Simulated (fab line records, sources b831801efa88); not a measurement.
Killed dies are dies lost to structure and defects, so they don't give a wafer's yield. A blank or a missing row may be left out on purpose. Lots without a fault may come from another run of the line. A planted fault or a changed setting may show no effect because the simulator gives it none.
Which tool did it? | flow gf180mcu | 6 lots, 18 wafers sampled, at 4 steps of a route of 602

WHAT THE GAUGES READ, wafer by wafer
GF_MIM_THK_MEAS_06.
lot  | measured     | on            | MIM_CVD_05_THK (nm)
L504 | day 24 17:13 | film_metro-01 | 42.4 41.7 42.8
L506 | day 25 10:02 | film_metro-03 | 43.3 43.0 42.5
L509 | day 26 12:26 | film_metro-01 | 41.7 42.8 42.2
L511 | day 27 18:27 | film_metro-03 | 41.4 42.7 42.8
L514 | day 28 12:44 | film_metro-04 | 41.9 41.3 41.8
L523 | day 30 04:29 | film_metro-01 | 41.2 42.5 41.9

WHICH TOOL RAN EACH LOT (tool, then ch and the chambers of the sampled wafers, then the start)
lot  | GF_M4_METAL_ETCH_16               | GF_V4_CVD_23                  | GF_MIM_CVD_05
L504 | rie_metal-04 ch 0,1, day 23 15:57 | cvd_w-02 ch 0,1, day 24 16:22 | pecvd-04 ch 0,1,2, day 24 17:10
L506 | rie_metal-03 ch 0,1, day 24 09:44 | cvd_w-02 ch 0,1, day 25 09:13 | pecvd-04 ch 0,1,2, day 25 10:00
L509 | rie_metal-03 ch 1, day 25 13:55   | cvd_w-01 ch 1, day 26 11:28   | pecvd-03 ch 1,2, day 26 12:23
L511 | rie_metal-03 ch 0,1, day 26 19:57 | cvd_w-02 ch 0,1, day 27 17:36 | pecvd-03 ch 1,2, day 27 18:25
L514 | rie_metal-04 ch 1, day 27 13:47   | cvd_w-01 ch 0,1, day 28 11:53 | pecvd-01 ch 0,1,2, day 28 12:42
L523 | rie_metal-03 ch 0,1, day 29 06:45 | cvd_w-01 ch 0,1, day 30 03:38 | pecvd-04 ch 1,2, day 30 04:27
- GF_M4_METAL_ETCH_16: etches the open film in Cl2/BCl3, stops on SiO2, target depth 627.5 nm, time 104.6 s.
- GF_V4_CVD_23: deposits W, target thk 350 nm, time 104.9 s.
- GF_MIM_CVD_05: deposits Si3N4, target thk 42 nm, time 29.086 s.

THE ANSWER, worked out from the rows above alone
Rule: what is usual is taken from the lots themselves. Put in order of their means at a reading, lots are off if they are a third of the lots or fewer, leave a main group of 4 or more, and stand apart from it by a gap of 3 or more times the standard deviation of the main group's means; of several such gaps the widest counts. A main group whose means are all the same, to the digits that the tables above print for the reading, isn't used. A lot without any number at a reading at which 4 lots or more have one is off too. The other lots that the step has rows for count as sound.
No lot is off at any reading shown: from this, nothing can be told.

WHAT THE SIMULATOR HAD PUT IN
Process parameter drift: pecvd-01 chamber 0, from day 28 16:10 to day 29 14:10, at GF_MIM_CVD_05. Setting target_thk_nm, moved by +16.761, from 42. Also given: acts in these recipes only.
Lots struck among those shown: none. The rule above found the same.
